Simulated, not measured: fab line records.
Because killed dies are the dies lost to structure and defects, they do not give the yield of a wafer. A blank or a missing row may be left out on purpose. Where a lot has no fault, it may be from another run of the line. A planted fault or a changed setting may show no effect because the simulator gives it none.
fab line records	flow sky130
[record] lots = 5	wafers = 15	lastDay = 49
route steps=708 shown METAL4@626 VIA4@639 METAL5@661 PAD_OPEN@708
lots with no fault: from the same line, run without faults
startH: start of the lot's first displayed wafer, in hours after the record's first day	waitH: how many hours have passed since the lot's step before this one	" repeats the value in the row above	L1.1+2: one row covering several wafers at once	- either no value or no given start	* or withheld: withheld	< > ~ a bound
route shown NAME@n: NAME is a module with steps in the file, n the number in the route of the first one	usual: mean and standard deviation over wafers with no fault	same: alike in all rows	chamber/n: place in a boat	sites: per-site readings	_std_site: their standard deviation	_edge_site: mean of outer sites minus mean of inner sites	radiusMm: how far each site lies from the wafer's centre	mask NAME#n: copy n	behind: the most recent tool/chamber to have shaped the wafer	hold: the reason the lot was held/the length of the hold in hours/how it ended	device: whichever transistor did not switch (one of n, p or np)	end of line: at the end of the route, the tests of the same wafers	where a step has no rows: the recipe by itself	killed: not the wafer's yield, but the dies lost to structure and defects at the first sort	map: a wafer's dies, marking killed ones x, the rest . and places with no die _
set.NAME: setting as actually run; set.NAME@STEP: the setting as run at that earlier step	model.NAME: the simulator's own value behind a step, which no gauge read
a table for each step, a row for each wafer; lots at some steps of the route
services: when a tool's chamber went out of use (startH, in hours from the record's first day, below 0 if earlier), for how many hours, and the reason
[[steps]]
[step SKY_METAL4_EXPOSE_10]
[recipe] maskId = MM4	na = 0.68	sourceShape = annular	sigmaInner = 0.4	sigmaOuter = 0.8	targetCdNm = 300	doseMj = 28
[step SKY_METAL4_PEB_11]
[recipe] pebTempC = withheld	pebTimeS = withheld	resist = KrF-thick
[step SKY_METAL4_DEVELOP_12]
[recipe] developTimeS = 60	resist = KrF-thick	devTempC = 21
[step SKY_METAL4_CD_MEAS_13]
[recipe] targetCdNm = 300
[usual] cdNm = 300.9/1.4
lot.wafer	tool	chamber	startH	waitH	cdNm
L118.1	cdSem-02	-	981.18	-	301.3
L118.3	"	-	"	"	301.4
L118.5	"	-	"	"	301.2
L120.1	cdSem-01	-	990.74	-	299.1
L120.4	"	-	"	"	299.3
L120.6	"	-	"	"	299.1
L124.2	cdSem-01	-	1018.61	-	302.5
L124.3	"	-	"	"	302.4
L124.6	"	-	"	"	302.3
L134.1	cdSem-01	-	1088.53	-	301.6
L134.5	"	-	"	"	301.1
L134.6	"	-	"	"	301.3
L137.3	cdSem-01	-	1107.34	-	300.0
L137.5	"	-	"	"	299.3
L137.6	"	-	"	"	301.0
[step SKY_METAL4_OVL_MEAS_14]
[usual] METAL4_OVL = -3/5.3
lot.wafer	tool	chamber	startH	waitH	METAL4_OVL[nm]
L118.1	overlay-01	-	981.30	0.1	1
L118.3	"	-	"	"	2
L118.5	"	-	"	"	4
L120.1	overlay-01	-	990.86	0.1	-3
L120.4	"	-	"	"	2
L120.6	"	-	"	"	-2
L124.2	overlay-01	-	1018.71	0.1	3
L124.3	"	-	"	"	2
L124.6	"	-	"	"	-1
L134.1	overlay-01	-	1088.65	0.1	0
L134.5	"	-	"	"	-1
L134.6	"	-	"	"	2
L137.3	overlay-01	-	1107.43	0.1	-3
L137.5	"	-	"	"	3
L137.6	"	-	"	"	-12
[step SKY_METAL4_DESCUM_15]
[recipe] chemistry = O2	sourcePowerW = 150	biasPowerW = 0	pressureMtorr = 10	tempC = 40	timeS = 8
[step SKY_METAL4_ETCH_16]
[recipe] chemistry = N2/H2	target = BARC	ionEnergyEv = 200	biasW = 100	pressureMtorr = 30	n2FlowSccm = 100	h2FlowSccm = 200	icpW = 500	stopOn = SiO2	timeS = 88.2	targetDepthA = 600
[step SKY_METAL4_ETCH_17]
[recipe] target = SiO2	stopOn = TiN	chemistry = C4F8/O2/Ar	sourceW = 1500	biasW = 1200	pressureMtorr = 40	c4f8FlowSccm = withheld	O2_flow_sccm = 6	Ar_flow_sccm = 300	timeS = 3.9	targetDepthA = 150
[usual] oesProductAu = 0.753/0.0076
lot.wafer	tool	chamber	startH	waitH	oesProductAu
L118.1	rieDiel-03	3	981.47	0.1	0.748
L118.3	"	1	"	"	0.752
L118.5	"	1	"	"	0.753
L120.1	rieDiel-02	0	991.16	0.2	0.753
L120.4	"	3	"	"	0.749
L120.6	"	0	"	"	0.753
L124.2	rieDiel-02	0	1018.87	0.1	0.746
L124.3	"	2	"	"	0.754
L124.6	"	0	"	"	0.758
L134.1	rieDiel-04	2	1088.82	0.1	0.745
L134.5	"	1	"	"	0.750
L134.6	"	2	"	"	0.748
L137.3	rieDiel-04	0	1107.58	0.0	0.748
L137.5	"	0	"	"	0.761
L137.6	"	1	"	"	0.751
[step SKY_METAL4_METAL_ETCH_18]
[recipe] targetDepthA = 8450	stopOn = SiO2	overEtchFrac = 0.3	timeS = 183.1	chemistry = Cl2/BCl3	resistSidewallDeg = 88	pressureMtorr = 10	icpW = 900	biasW = 48.5	Cl2_flow_sccm = 60	bcl3FlowSccm = 30
[step SKY_METAL4_STRIP_19]
[recipe] chemistry = O2/N2	powerW = 1400	pressureMtorr = 1500	platenTempC = withheld	o2FlowSccm = 3000	n2FlowSccm = 300	overashFraction = 0.5
[usual] drypumpMotorCurrentA = 5.82/0.24	oesProductAu = 0.505/0.0055	stripTimeToEndpointS = 6.59/0.073
lot.wafer	tool	chamber	startH	waitH	drypumpMotorCurrentA	oesProductAu	rfHoursCounterH	stripTimeToEndpointS
L118.1	plasmaAsher-04	0	981.66	0.1	6.23	0.507	113	6.63
L118.3	"	0	"	"	6.22	0.498	-	6.51
L118.5	"	0	"	"	6.20	0.506	-	6.61
L120.1	plasmaAsher-03	0	991.36	0.1	5.53	0.513	86	6.60
L120.4	"	1	"	"	5.61	0.505	-	6.61
L120.6	"	1	"	"	5.60	0.504	-	6.56
L124.2	plasmaAsher-02	1	1019.07	0.1	5.70	0.502	28	6.60
L124.3	"	1	"	"	5.75	0.501	-	6.63
L124.6	"	1	"	"	5.70	0.495	-	6.50
L134.1	plasmaAsher-03	1	1089.01	0.1	5.61	0.513	97	6.62
L134.5	"	1	"	"	5.60	0.504	-	6.68
L134.6	"	0	"	"	5.58	0.501	-	6.57
L137.3	plasmaAsher-02	1	1107.81	0.1	5.71	0.499	-	6.54
L137.5	"	0	"	"	6.08	0.505	-	6.56
L137.6	"	1	"	"	5.72	0.498	-	6.58
[step SKY_METAL4_STRIP_20]
[recipe] chemistry = postEtchResidueRemover	timeS = 1200	tempC = 72.5
[step SKY_METAL4_CLEAN_21]
[recipe] chemistry = IPA	timeS = 180	tempC = 25
[step SKY_METAL4_CLEAN_22]
[recipe] chemistry = O3/DIW	dry = n2Spin
lot.wafer	tool	chamber	startH	waitH
L118.1+3+5	wetBench-03	1	982.16	0.0
L120.1+4+6	wetBench-02	2	991.88	0.0
L124.2+3+6	wetBench-03	1	1019.57	0.0
L134.1+5+6	wetBench-02	0	1089.51	0.0
L137.3+5+6	wetBench-03	1	1108.28	0.0
[step SKY_VIA4_HDPCVD_00]
[recipe] material = SiO2	targetThkNm = 1750	sigmaOpenFrac = 0.3	timeS = 291.7	tempC = 400	sih4FlowSccm = 60	pressureMtorr = 6
[step SKY_VIA4_THK_MEAS_01]
[recipe] reads = SiO2_of_VIA4_HDPCVD_00
[usual] VIA4_HDPCVD_THK = 1752/16
lot.wafer	tool	chamber	startH	waitH	VIA4_HDPCVD_THK[nm]
L118.1	filmMetro-02	-	982.43	0.1	1773
L118.3	"	-	"	"	1767
L118.5	"	-	"	"	1766
L120.1	filmMetro-01	-	992.15	0.1	1768
L120.4	"	-	"	"	1727
L120.6	"	-	"	"	1741
L124.2	filmMetro-03	-	1019.85	0.1	1734
L124.3	"	-	"	"	1761
L124.6	"	-	"	"	1733
L134.1	filmMetro-01	-	1089.78	0.1	1740
L134.5	"	-	"	"	1765
L134.6	"	-	"	"	1757
L137.3	filmMetro-03	-	1108.57	0.1	1756
L137.5	"	-	"	"	1764
L137.6	"	-	"	"	1741
[step SKY_VIA4_CMP_02]
[recipe] material = SiO2	downForcePsi = 4	platenRpm = 60	padVelocityMS = 0.94248
[step SKY_VIA4_BOW_MEAS_03]
[recipe] mode = bow
[usual] VIA4_BOW = 78/7.8
lot.wafer	tool	chamber	startH	waitH	VIA4_BOW[um]
L118.1	filmMetro-02	-	982.79	0.1	71
L118.3	"	-	"	"	78
L118.5	"	-	"	"	78
L120.1	filmMetro-02	-	992.51	0.2	69
L120.4	"	-	"	"	77
L120.6	"	-	"	"	81
L124.2	filmMetro-02	-	1020.22	0.3	77
L124.3	"	-	"	"	70
L124.6	"	-	"	"	81
L134.1	filmMetro-03	-	1090.41	0.3	79
L134.5	"	-	"	"	78
L134.6	"	-	"	"	76
L137.3	filmMetro-01	-	1108.95	0.2	79
L137.5	"	-	"	"	65
L137.6	"	-	"	"	64
[step SKY_VIA4_DEHYDRATE_04]
[recipe] tempC = 200	timeS = 60
[step SKY_VIA4_HMDS_05]
[recipe] primeTimeS = 60	primeTempC = 120
[step SKY_VIA4_COAT_06]
[recipe] resist = NOVOLAK	spinRpm = 3000	resistThkNm = 1140
[step SKY_VIA4_SOFTBAKE_07]
[recipe] tempC = 90	timeS = 60	resist = NOVOLAK
[step SKY_VIA4_EXPOSE_08]
[recipe] maskId = VIM4	na = 0.6	sourceShape = conventional	sigmaOuter = 0.6	polarization = unpolarized	targetCdNm = 800	doseMj = 132
[step SKY_VIA4_PEB_09]
[recipe] tempC = withheld	timeS = *	resist = NOVOLAK
[step SKY_VIA4_DEVELOP_10]
[recipe] resist = NOVOLAK	developer = TMAH	developTimeS = 60	devTempC = 23
[step SKY_VIA4_OVL_MEAS_11]
[usual] VIA4_OVL = 0.0/1.7
lot.wafer	tool	chamber	startH	waitH	VIA4_OVL[nm]
L118.1	overlay-01	-	1006.08	0.1	-1.6
L118.3	"	-	"	"	-1.3
L118.5	"	-	"	"	-0.5
L120.1	overlay-01	-	1015.94	0.1	0.5
L120.4	"	-	"	"	0.6
L120.6	"	-	"	"	-3.4
L124.2	overlay-02	-	1042.98	0.1	-2.2
L124.3	"	-	"	"	-1.8
L124.6	"	-	"	"	-2.6
L134.1	overlay-01	-	1110.08	0.1	1.9
L134.5	"	-	"	"	1.9
L134.6	"	-	"	"	-0.1
L137.3	overlay-02	-	1128.59	0.1	1.6
L137.5	"	-	"	"	0.9
L137.6	"	-	"	"	-0.5
[step SKY_VIA4_ETCH_12]
[recipe] target = SiO2	chemistry = C4F8/O2/Ar	stopOn = TiN	maskMaterial = NOVOLAK	sourceW = 1500	biasW = 1200	pressureMtorr = 40	c4f8FlowSccm = withheld	O2_flow_sccm = 6	Ar_flow_sccm = 300	timeS = withheld	targetDepthA = 5800
[step SKY_VIA4_STRIP_13]
[recipe] chemistry = O2/N2	powerW = 1400	pressureMtorr = 1500	platenTempC = withheld	o2FlowSccm = 3000	n2FlowSccm = 300	overashFraction = 0.5
[usual] drypumpMotorCurrentA = 5.8/0.41	oesProductAu = 0.709/0.0045	stripTimeToEndpointS = 12.805/0.028
lot.wafer	tool	chamber	startH	waitH	drypumpMotorCurrentA	oesProductAu	rfHoursCounterH	stripTimeToEndpointS
L118.1	plasmaAsher-01	0	1006.19	-	5.0	0.709	57	12.781
L118.3	"	1	"	"	5.9	0.713	-	12.848
L118.5	"	0	"	"	5.0	0.720	-	12.817
L120.1	plasmaAsher-01	1	1016.05	-	5.9	0.698	58	12.819
L120.4	"	0	"	"	5.0	0.706	-	12.774
L120.6	"	1	"	"	5.9	0.708	-	12.819
L124.2	plasmaAsher-03	0	1043.09	-	5.6	0.710	92	12.791
L124.3	"	1	"	"	5.6	0.711	-	12.813
L124.6	"	1	"	"	5.6	0.715	-	12.842
L134.1	plasmaAsher-04	0	1110.19	-	6.2	0.706	5	12.832
L134.5	"	0	"	"	6.2	0.713	-	12.836
L134.6	"	1	"	"	6.1	0.700	-	12.845
L137.3	plasmaAsher-04	1	1128.72	-	6.1	0.710	-	12.817
L137.5	"	0	"	"	6.2	0.717	-	12.791
L137.6	"	1	"	"	6.1	0.714	-	12.768
[step SKY_VIA4_STRIP_14]
[recipe] chemistry = postEtchResidueRemover	timeS = 1200	tempC = 72.5
[step SKY_VIA4_CLEAN_15]
[recipe] chemistry = IPA	timeS = 180	tempC = 25
[step SKY_VIA4_CLEAN_16]
[recipe] chemistry = O3/DIW	dry = n2Spin
[step SKY_VIA4_SPUTTER_17]
[recipe] material = TiN	targetThkNm = 20	chamberPressurePa = 5	powerW = 4000	timeS = 80
[step SKY_VIA4_CVD_18]
[recipe] material = W	targetThkNm = 505	timeS = 152.14	tempC = 400	pressureTorr = 40
[usual] heaterPowerW = 964/84
lot.wafer	tool	chamber	startH	waitH	heaterPowerW
L118.1	cvdW-01	0	1006.84	0.0	927
L118.3	"	1	"	"	792
L118.5	"	0	"	"	942
L120.1	cvdW-01	0	1016.71	0.0	924
L120.4	"	0	"	"	965
L120.6	"	1	"	"	804
L124.2	cvdW-02	1	1043.75	0.0	1008
L124.3	"	0	"	"	1026
L124.6	"	0	"	"	1030
L134.1	cvdW-01	0	1110.86	0.0	949
L134.5	"	1	"	"	807
L134.6	"	0	"	"	945
L137.3	cvdW-02	1	1129.39	0.1	1013
L137.5	"	0	"	"	1042
L137.6	"	1	"	"	1026
[step SKY_VIA4_RS_MEAS_19]
[recipe] thkMeasGauge = four-point-probe	reads = W_of_VIA4_CVD_18+TiN_of_VIA4_SPUTTER_17
[usual] VIA4_W_RS = 0.2250/0.0024
lot.wafer	tool	chamber	startH	waitH	VIA4_W_RS[ohm/sq]
L118.1	filmMetro-03	-	1006.99	0.1	0.2215
L118.3	"	-	"	"	0.2255
L118.5	"	-	"	"	0.2203
L120.1	filmMetro-02	-	1016.87	0.1	0.2276
L120.4	"	-	"	"	0.2279
L120.6	"	-	"	"	0.2307
L124.2	filmMetro-03	-	1043.92	0.1	0.2229
L124.3	"	-	"	"	0.2220
L124.6	"	-	"	"	0.2273
L134.1	filmMetro-01	-	1111.01	0.1	0.2235
L134.5	"	-	"	"	0.2254
L134.6	"	-	"	"	0.2210
L137.3	filmMetro-01	-	1129.56	0.1	0.2209
L137.5	"	-	"	"	0.2231
L137.6	"	-	"	"	0.2217
[step SKY_VIA4_THK_MEAS_20]
[recipe] thkMeasGauge = xrf	reads = W_of_VIA4_CVD_18
[usual] VIA4_W_THK = 510/7
lot.wafer	tool	chamber	startH	waitH	VIA4_W_THK[nm]
L118.1	filmMetro-03	-	1007.11	0.1	511
L118.3	"	-	"	"	501
L118.5	"	-	"	"	517
L120.1	filmMetro-02	-	1016.99	0.1	507
L120.4	"	-	"	"	502
L120.6	"	-	"	"	494
L124.2	filmMetro-03	-	1044.03	0.1	506
L124.3	"	-	"	"	510
L124.6	"	-	"	"	498
L134.1	filmMetro-01	-	1111.13	0.1	511
L134.5	"	-	"	"	508
L134.6	"	-	"	"	518
L137.3	filmMetro-01	-	1129.66	0.1	519
L137.5	"	-	"	"	513
L137.6	"	-	"	"	518
[step SKY_VIA4_CMP_21]
[recipe] stopOn = SiO2	tOverpolishS = 25	downForcePsi = 3.5	platenRpm = 60	targetThkNm = 0	padVelocityMS = 0.94248
[usual] motorCurrentA = 11.6/1.1	overpolishRunS = 25.000/0.0088	timeToEndpointS = 123/3.7
lot.wafer	tool	chamber	startH	waitH	motorCurrentA	overpolishRunS	timeToEndpointS
L118.1	cmp-02	0	1007.17	0.1	12.3	25.001	123
L118.3	"	1	"	"	11.3	25.021	123
L118.5	"	0	"	"	12.7	24.994	122
L120.4	cmp-01	1	1017.10	0.1	11.0	24.997	118
L120.1	"	2	"	"	10.2	25.004	117
L120.6	"	0	"	"	12.3	24.994	118
L124.2	cmp-02	3	1044.13	0.1	11.4	25.003	124
L124.3	"	0	"	"	11.9	24.992	124
L124.6	"	3	"	"	11.6	25.010	125
L134.1	cmp-02	3	1111.38	0.2	11.0	24.990	127
L134.6	"	2	"	"	13.6	25.007	123
L134.5	"	3	"	"	10.8	24.996	123
L137.3	cmp-02	2	1129.86	0.2	13.4	25.003	121
L137.5	"	3	"	"	11.3	25.018	125
L137.6	"	0	"	"	12.8	25.005	122
[step SKY_METAL5_SPUTTER_00]
[recipe] material = Ti	targetThkNm = 15	powerW = 3000	timeS = 10	chamberPressurePa = 0.4
[step SKY_METAL5_SPUTTER_01]
[recipe] material = TiN	targetThkNm = 20	powerW = 6500	timeS = 16.7	chamberPressurePa = 0.4
[step SKY_METAL5_SPUTTER_02]
[recipe] material = AlCu	targetThkNm = 1150	powerW = 10600	timeS = 61.2	chamberPressurePa = 0.4
[step SKY_METAL5_SPUTTER_03]
[recipe] material = Ti	targetThkNm = 5	powerW = 3000	timeS = 3.3	chamberPressurePa = 0.4
[step SKY_METAL5_SPUTTER_04]
[recipe] material = TiN	targetThkNm = 70	powerW = 6500	timeS = 58.3	chamberPressurePa = 0.4
[step SKY_METAL5_RS_MEAS_05]
[recipe] thkMeasGauge = four-point-probe	reads = TiN_of_METAL5_SPUTTER_04+Ti_of_METAL5_SPUTTER_03+AlCu_of_METAL5_SPUTTER_02+TiN_of_METAL5_SPUTTER_01+Ti_of_METAL5_SPUTTER_00
[usual] METAL5_ALCU_RS = 0.02706/0.00019
lot.wafer	tool	chamber	startH	waitH	METAL5_ALCU_RS[ohm/sq]
L118.1	filmMetro-02	-	1007.64	0.0	0.02721
L118.3	"	-	"	"	0.02688
L118.5	"	-	"	"	0.02682
L120.1	filmMetro-01	-	1017.51	0.0	0.02729
L120.4	"	-	"	"	0.02725
L120.6	"	-	"	"	0.02719
L124.2	filmMetro-01	-	1044.57	0.0	0.02701
L124.3	"	-	"	"	0.02718
L124.6	"	-	"	"	0.02717
L134.1	filmMetro-01	-	1111.85	0.1	0.027
L134.5	"	-	"	"	0.02711
L134.6	"	-	"	"	0.02703
L137.3	filmMetro-02	-	1130.23	0.1	0.02681
L137.5	"	-	"	"	0.02707
L137.6	"	-	"	"	0.02695
[step SKY_METAL5_THK_MEAS_06]
[recipe] thkMeasGauge = xrf	reads = AlCu_of_METAL5_SPUTTER_02
[usual] METAL5_ALCU_THK = 1160/9.3
lot.wafer	tool	chamber	startH	waitH	METAL5_ALCU_THK[nm]
L118.1	filmMetro-02	-	1007.76	0.1	1153
L118.3	"	-	"	"	1173
L118.5	"	-	"	"	1176
L120.1	filmMetro-01	-	1017.63	0.1	1148
L120.4	"	-	"	"	1158
L120.6	"	-	"	"	1164
L124.2	filmMetro-01	-	1044.68	0.1	1173
L124.3	"	-	"	"	1153
L124.6	"	-	"	"	1161
L134.1	filmMetro-01	-	1111.97	0.1	1162
L134.5	"	-	"	"	1165
L134.6	"	-	"	"	1166
L137.3	filmMetro-02	-	1130.33	0.1	1166
L137.5	"	-	"	"	1154
L137.6	"	-	"	"	1157
[step SKY_PAD_OPEN_PROBE_99]
[usual] defectLimitedYield = 82.4/1.8	killed_at_M0_to_M3 = 44/7.2	killed_at_M4_up = 3.5/1.8	killedAtContacts = 25/5.1	killedAtFrontEnd = 14/4.4	killedAtOther = 0.4/0.58	killedDies = 87/9.1	killedOnRim = 17/3.9	killedOpen = 48/6.9	killedShort = 38/6.3	sort_bin_3_pad_short = 0.9/0.43	sort_bin_5_function = 10.5/1.5	sort_bin_6_memory = 6.3/1.1	sortNPass = 405/9.1	sortYieldPct = 82.4/1.8
[same] grossDies = 492	killedAtBackSide = 0	sort_bin_4_leakage[%] = 0	sort_bin_8_speed[%] = 0
lot.wafer	tool	chamber	startH	waitH	defectLimitedYield[%]	killed_at_M0_to_M3	killed_at_M4_up	killedAtContacts	killedAtFrontEnd	killedAtOther	killedDies	killedOnRim	killedOpen	killedShort	sort_bin_3_pad_short[%]	sort_bin_5_function[%]	sort_bin_6_memory[%]	sortNPass	sortYieldPct[%]	model.etest.tester.sortNPass	model.etest.tester.sortYieldPct	model.etest.tester.sort_bin_5_pct	model.etest.tester.sort_bin_3_pct
L118.1	prober-02	-	1077.20	0.1	83.1	40	5	24	14	0	83	15	56	27	0	8.7	8.1	409	83.1	409	83.13	8.74	0
L118.3	prober-02	-	1077.30	0.2	78.9	59	1	32	11	1	104	28	58	46	1.0	12.6	7.5	388	78.9	388	78.86	12.6	1.016
L118.5	prober-02	-	1077.40	0.2	87.6	33	1	23	4	0	61	7	34	27	1.2	7.3	3.9	431	87.6	431	87.6	7.317	1.22
L120.1	prober-02	-	1086.98	0.1	82.9	46	2	22	14	0	84	11	41	43	1.4	10.4	5.3	408	82.9	408	82.93	10.37	1.423
L120.4	prober-02	-	1087.13	0.2	81.1	45	2	18	28	0	93	14	47	46	0.2	12.4	6.3	399	81.1	399	81.1	12.4	0.2033
L120.6	prober-02	-	1087.23	0.2	80.5	49	2	25	20	0	96	21	53	43	0.8	12.8	5.9	396	80.5	396	80.49	12.8	0.813
L124.2	prober-02	-	1111.49	0.1	79.3	50	3	28	21	0	102	19	56	46	1.0	14.0	5.7	390	79.3	390	79.27	14.02	1.016
L124.3	prober-02	-	1111.54	0.2	81.5	54	2	25	10	0	91	19	49	42	0.4	12.2	5.9	401	81.5	401	81.5	12.2	0.4065
L124.6	prober-02	-	1111.69	0.2	82.1	51	3	22	11	1	88	20	47	40	0.8	9.6	7.5	404	82.1	404	82.11	9.553	0.813
L134.1	prober-01	-	1169.45	0.1	70.7	54	52	20	18	0	144	28	50	44	4.1	18.7	6.5	348	70.7	348	70.73	18.7	4.065
L134.5	prober-01	-	1169.65	0.2	71.5	40	58	25	17	0	140	26	46	39	5.1	14.4	8.9	352	71.5	352	71.54	14.43	5.081
L134.6	prober-01	-	1169.70	0.2	73.8	39	54	18	18	0	129	26	34	46	4.9	15.2	6.1	363	73.8	363	73.78	15.24	4.878
L137.3	prober-02	-	1185.96	0.2	83.7	47	0	21	12	0	80	12	50	30	1.4	8.9	5.9	412	83.7	412	83.74	8.943	1.423
L137.5	prober-02	-	1186.06	0.2	81.3	41	2	29	20	0	92	13	49	43	1.2	10.8	6.7	400	81.3	400	81.3	10.77	1.22
L137.6	prober-02	-	1186.11	0.2	84.1	39	2	19	17	1	78	15	39	38	1.0	9.1	5.7	414	84.1	414	84.15	9.146	1.016
// killed by level:class
L118.1 VIA1:geometricParticle:open=11 LI_CONTACT:geometricParticle:open=10 VIA3:geometricParticle:open=10 CONTACT:geometricParticle:open=8 VIA2:geometricParticle:open=8 VIA1:geometricParticle:short=4 FIELD_ISO:geometricParticle:short=3 POLY_GATE:geometricParticle:short=3
L118.3 VIA1:geometricParticle:open=14 CONTACT:geometricParticle:open=13 LI_CONTACT:geometricParticle:open=10 METAL2:geometricParticle:short=7 VIA2:geometricParticle:open=6 CONTACT:geometricParticle:short=6 VIA1:geometricParticle:short=6 VIA3:geometricParticle:open=6
L118.5 VIA1:geometricParticle:open=8 LI_CONTACT:geometricParticle:open=7 VIA3:geometricParticle:open=7 LOCAL_INTERCONNECT:geometricParticle:short=6 METAL1:geometricParticle:short=5 LI_CONTACT:geometricParticle:short=3 LOCAL_INTERCONNECT:geometricParticle:open=3 CONTACT:geometricParticle:short=3
L120.1 VIA1:geometricParticle:open=11 CONTACT:geometricParticle:open=10 METAL1:geometricParticle:short=9 FIELD_ISO:geometricParticle:short=7 LI_CONTACT:geometricParticle:open=5 METAL3:geometricParticle:short=5 METAL2:geometricParticle:short=5 FIELD_ISO:geometricParticle:open=4
L120.4 VIA1:geometricParticle:open=11 FIELD_ISO:geometricParticle:short=7 POLY_GATE:geometricParticle:short=7 METAL2:geometricParticle:short=7 VIA3:geometricParticle:open=7 FIELD_ISO:geometricParticle:open=6 CONTACT:geometricParticle:open=6 METAL1:geometricParticle:short=5
L120.6 CONTACT:geometricParticle:open=10 VIA3:geometricParticle:open=9 VIA2:geometricParticle:open=8 METAL1:geometricParticle:short=7 VIA1:geometricParticle:open=7 METAL2:geometricParticle:short=6 LI_CONTACT:geometricParticle:open=6 FIELD_ISO:geometricParticle:short=5
L124.2 CONTACT:geometricParticle:open=11 VIA1:geometricParticle:open=10 FIELD_ISO:geometricParticle:open=9 VIA3:geometricParticle:open=7 POLY_GATE:geometricParticle:open=7 METAL2:geometricParticle:short=7 METAL1:geometricParticle:short=7 CONTACT:geometricParticle:short=6
L124.3 CONTACT:geometricParticle:open=9 METAL1:geometricParticle:short=9 LI_CONTACT:geometricParticle:open=8 VIA3:geometricParticle:open=8 VIA1:geometricParticle:open=8 VIA2:geometricParticle:open=6 FIELD_ISO:geometricParticle:short=5 CONTACT:geometricParticle:short=5
L124.6 VIA1:geometricParticle:open=14 CONTACT:geometricParticle:open=11 VIA1:geometricParticle:short=9 VIA2:geometricParticle:short=6 METAL1:geometricParticle:short=5 VIA3:geometricParticle:open=4 VIA2:geometricParticle:open=4 LI_CONTACT:geometricParticle:short=3
L134.1 METAL4:unspecified=50 VIA1:geometricParticle:open=14 CONTACT:geometricParticle:open=9 VIA2:geometricParticle:open=7 METAL2:geometricParticle:short=6 FIELD_ISO:geometricParticle:short=5 POLY_GATE:geometricParticle:short=5 VIA1:geometricParticle:short=5
L134.5 METAL4:unspecified=55 VIA1:geometricParticle:open=12 CONTACT:geometricParticle:open=10 METAL2:geometricParticle:short=8 LI_CONTACT:geometricParticle:open=6 VIA2:geometricParticle:open=6 FIELD_ISO:geometricParticle:short=5 VIA1:geometricParticle:short=5
L134.6 METAL4:unspecified=49 POLY_GATE:geometricParticle:short=7 VIA1:geometricParticle:open=7 VIA3:geometricParticle:open=6 FIELD_ISO:geometricParticle:short=5 CONTACT:geometricParticle:open=5 METAL1:geometricParticle:short=5 METAL4:geometricParticle:short=5
L137.3 CONTACT:geometricParticle:open=9 VIA1:geometricParticle:open=9 VIA2:geometricParticle:open=7 VIA3:geometricParticle:open=6 METAL2:geometricParticle:short=6 CONTACT:geometricParticle:short=5 POLY_GATE:geometricParticle:open=4 METAL1:geometricParticle:short=4
L137.5 VIA2:geometricParticle:open=11 CONTACT:geometricParticle:open=7 LI_CONTACT:geometricParticle:open=7 CONTACT:geometricParticle:short=7 VIA1:geometricParticle:short=7 FIELD_ISO:geometricParticle:open=6 FIELD_ISO:geometricParticle:short=5 LOCAL_INTERCONNECT:geometricParticle:short=5
L137.6 VIA1:geometricParticle:open=13 FIELD_ISO:geometricParticle:short=7 VIA2:geometricParticle:open=7 POLY_GATE:geometricParticle:short=6 CONTACT:geometricParticle:open=6 METAL2:geometricParticle:short=5 LI_CONTACT:geometricParticle:open=5 METAL1:geometricParticle:short=4
// map L134.1 (x killed, . not)
__________xxxxxxxxx._________
________.xxxxxxxxxx..x_______
______x.xxxxxxxxxxx....._____
_____.x.xxxxxxxxxx.......____
____..x..xxxxxxxxx.....xx.___
___x...xx.xx.x.xxx......xx.__
__.....x.x.x..xx.xxx.xx.x..._
_.........x..xx..x.....xx....
_............x.....xx...x...x
_x......x.................x..
_.................x.x........
_..x.....x..........xx.......
_..x........xxxx.xx.x.....x..
_...x..x.........x..x..x..x..
_x......x..x......x.x........
__....x..x.x........x......x_
___x......x.....x..........__
____...x...xxx........x...___
_____x......x...x........____
______...x.x.xx..x......_____
________..xxx........._______
__________..x.x..x.._________
// map L120.6 (x killed, . not)
__________.........._________
________x...x........._______
______.x....x.x.x.x....._____
_____.x........x..x.....x____
____......x......x....x.xx___
___......xx.............xx.__
__..x...x....x.x....x......._
_....x.............xx...x....
_.x.....xxx.....x....x.x.....
_.......x....................
_..............x..x.....x.xx.
_.....x..x...xx..x.....x.....
_....x....x..........x..x..xx
_....x..........x.x..........
_.......x..x.........xxx...xx
__....x.....xxx....x.......x_
___......x...xx...x......x.__
____.x..x.......x..x...x..___
_____x......x.x..x.x....x____
______.x...x.......x...._____
________.....x....x..._______
__________xx.x...x.x_________
[[services]]
tool	chamber	startH	hours	kind
rieDiel-04	3	960.73	11.2	repair
cmp-01	-	967.69	0.7	repair
plasmaAsher-03	-	968.03	0.8	repair
cmp-02	-	971.85	2.5	repair
rieDiel-04	2	998.71	12.8	repair
cmp-02	-	999.34	0.9	repair
rieDiel-04	-	1011.29	0.9	repair
plasmaAsher-04	-	1013.99	21.8	repair
cmp-02	-	1035.08	5.7	pm
cvdW-01	0	1036.13	6.2	repair
rieDiel-02	-	1039.33	0.6	repair
cmp-02	-	1041.41	0.3	repair
rieDiel-02	3	1049.67	6.0	repair
plasmaAsher-04	-	1055.25	9.0	pm
rieDiel-02	2	1055.51	132.0	repair
rieDiel-02	1	1057.29	6.6	repair
cvdW-02	-	1067.12	2.8	pm
rieDiel-04	0	1074.72	2.0	repair
cmp-02	-	1087.81	4.0	pm
rieDiel-04	2	1094.67	14.6	repair
plasmaAsher-02	-	1102.10	2.7	repair
plasmaAsher-03	-	1104.98	28.1	pm
cvdW-01	0	1104.99	5.2	repair
cvdW-02	-	1128.31	0.7	repair
[[key]]
[firstSign] step = SKY_PAD_OPEN_PROBE_99	reading = killed_at_M4_up	direction = up	sigmas = 29	usual = 3.5	struck = 54.7
[effect] step = SKY_PAD_OPEN_PROBE_99	reading = sort_bin_3_pad_short	direction = up	sigmas = 8.9	usual = 0.9	struck = 4.7
[modelEffect] step = SKY_PAD_OPEN_PROBE_99	value = etest.tester.sortNPass	without = 397.7	struck = 354.3
metAt SKY_METAL4_CLEAN_22
struckWafers L134.1,L134.5,L134.6
alsoFits SKY_METAL4_STRIP_19:plasmaAsher-03,SKY_VIA4_CVD_18:cvdW-01
[fault] kind = chamberParticleSource	tool = wetBench-02	chamber = 0	onsetH = 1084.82	steps = SKY_METAL4_CLEAN_22	ratePerVisitCm2 = 1.5854	endH = 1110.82
